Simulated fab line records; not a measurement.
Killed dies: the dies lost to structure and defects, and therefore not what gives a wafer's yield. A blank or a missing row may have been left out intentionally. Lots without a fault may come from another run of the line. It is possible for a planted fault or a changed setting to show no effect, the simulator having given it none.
Problem report in the 8D (eight disciplines) form, filled by code | flow gf180mcu | the parts of the form that need people (team, actions taken, sign-off) are left out

1. THE PROBLEM
CONTACT_CVD_00_THK at GF_CONTACT_THK_MEAS_01 reads a mean of 455 nm on 1 wafer of 1 lot; wafers without a fault read 299 nm with a standard deviation of 3.6. That puts it +43 standard deviations away from the usual mean.
Seen first at day 18 10:47 on filmMetro-01, wafer L327.1. The record holds 36 wafers of 12 lots with a number at this step. Rule for "out", or "out of limits": more than 4 standard deviations from the usual mean. The other wafers with a number count as sound.

2. WHAT IT IS, WHAT IT ISN'T
question                    | is                 | is not
which readings at this step | CONTACT_CVD_00_THK | -
which lots                  | L327               | L318, L320, L321, L322, L325, L335, L337, L338, L339, L340, L341
which wafers of those lots  | L327.1             | L327.3, L327.6
read on which gauges        | filmMetro-01       | filmMetro-03, filmMetro-04
when                        | from day 18 10:47  | up to then (17 sound wafers); but 18 sound wafers of L335, L337, L338, L339, L340, L341 came after

3. SUSPECTS, AND WHAT RULES EACH OUT
Counting: a tool at a process step up to the reading stays a suspect if it ran every lot that is out. Sound lots after the first of them don't rule it out here, since some wafers of a struck lot are sound.
- the gauge at GF_CONTACT_THK_MEAS_01 has been ruled out. All the wafers that are out were read on filmMetro-01, but those of them that GF_CONTACT_CVD_00 has rows for are out there too, on other tools.
- plasmaAsher-02 at GF_SAB_STRIP_13 (strips in O2/N2): kept. It ran the lot that is out, L327 (day 18 10:01).
- hdpcvd-02 at GF_CONTACT_CVD_00 (deposits SiO2, target thk 300 nm, time 50 s): kept. The lot that is out, L327, ran on it at day 18 10:44; the last sound lot it ran before that was L322, at day 17 03:31. On those wafers its own readings are out: sih4FlowSccm.
- At GF_SAB_STRIP_13 on plasmaAsher-02, chamber 0 took the sound wafers of the same lots and chamber 1 took the wafers that are out.
- hdpcvd-02, GF_CONTACT_CVD_00: wafers that are out in chamber 2, sound lot-mates in chambers 0, 1.
Left after counting: plasmaAsher-02 at GF_SAB_STRIP_13, hdpcvd-02 at GF_CONTACT_CVD_00.

4. THE CAUSE (what the simulator had put in)
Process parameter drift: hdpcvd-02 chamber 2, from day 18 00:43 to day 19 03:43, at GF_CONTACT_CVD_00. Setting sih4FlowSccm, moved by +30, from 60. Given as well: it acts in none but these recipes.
This tool is one of the 2 suspects left after counting.

5. THE EFFECT CHAIN, in route order
Each row: a reading where the mean over the struck wafers with a number is more than 3 standard deviations away from the usual. Scope: only readings with a usual standard deviation given in the record; hours: median across lots of the time from each lot's start at the first step in this table that gives one to its start at this step; sigmas: change in usual standard deviations.
hours | step                   | reading            | usual      | on struck wafers | change | sigmas
0     | GF_CONTACT_CVD_00      | sih4FlowSccm       | 60.00 sccm | 89.82            | +29.82 | +99 or more
0     | GF_CONTACT_THK_MEAS_01 | CONTACT_CVD_00_THK | 299 nm     | 455              | +156   | +43
-     | GF_CONTACT_ETCH_17     | oesProductAu       | 0.814 a.u. | 0.893            | +0.079 | +17
Its process steps:
- GF_CONTACT_CVD_00: deposits SiO2, target thk 300 nm, time 50 s.
- GF_CONTACT_ETCH_17: etches SiO2 in C4F8/O2/Ar, stops on CoSi2, target depth 860 nm.
Later measuring or inspecting steps at which every struck wafer that the step has a row for has a number for every such reading, and none has moved that far: GF_CONTACT_THK_MEAS_03.

6. HOW IT WOULD HAVE BEEN CAUGHT EARLIER
The first out-of-limits reading at a measuring or inspecting step in this record came at day 18 10:47, 10 hours after the fault's start at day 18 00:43.
At GF_CONTACT_CVD_00, the tool's own readings (sih4FlowSccm) were out on each struck wafer the step has a row for, so an alarm limit on them would have fired on the first such wafer.
By day 18 10:47, every lot that is out (1) had started GF_CONTACT_CVD_00 on hdpcvd-02. Tool hold at that time: it would have spared none of them.
